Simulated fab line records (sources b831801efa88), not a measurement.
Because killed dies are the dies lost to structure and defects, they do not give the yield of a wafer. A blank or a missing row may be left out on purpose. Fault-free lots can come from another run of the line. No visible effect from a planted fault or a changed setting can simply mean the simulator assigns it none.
Chamber matching    flow gf180mcu    4 sister chambers for GF_V5_CMP_04 on cmp-02
The step polishes SiO2. 8 wafers are shown with their chamber, then 9 later ones without.

## WAFERS, EACH WITH ITS CHAMBER
wafer   chamber  motorCurrentA (A)  slurryFlowMlMin
L480.2  2        9.9                150.5
L480.4  1        13.0               149.9
L482.5  3        11.2               150.4
L483.1  2        10.1               150.4
L483.2  1        13.1               149.6
L486.2  3        11.5               150.0
L486.4  0        11.4               150.3
L486.6  0        11.0               150.2

## WAFERS WITH NO CHAMBER GIVEN
wafer   motorCurrentA (A)  slurryFlowMlMin
L488.1  12.6               150.0
L488.5  9.9                150.5
L488.6  11.4               150.0
L493.1  12.5               149.4
L493.3  10.2               149.9
L493.5  11.0               150.7
L500.1  10.0               150.3
L500.3  11.4               149.9
L500.4  12.6               149.8

## THE CHAMBER EACH PASSED THROUGH
wafer   from the rows above      in truth
L488.1  1                        1
L488.5  2                        2
L488.6  can't be placed: 3 or 0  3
L493.1  1                        1
L493.3  2                        2
L493.5  can't be placed: 0 or 3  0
L500.1  2                        2
L500.3  can't be placed: 3 or 0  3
L500.4  1                        1
Correctly placed: 6 of 9. These rows do not allow placing 3 (true chamber among the candidates in 3). 0 placed wrongly.
How it was worked out, from the rows above alone: a wafer's distance from a chamber is the root of the sum, over the readings, of the square of ((its reading less the chamber's mean) divided by the reading's scatter). The wafer belongs to the nearest chamber; if the next one is less than 2 further off, it can't be placed. The mean given for a chamber averages the wafers shown for that chamber. The scatter is the square root of a quotient: the sum, over the shown wafers, of each reading's squared deviation from its chamber's mean, divided by wafers minus chambers.
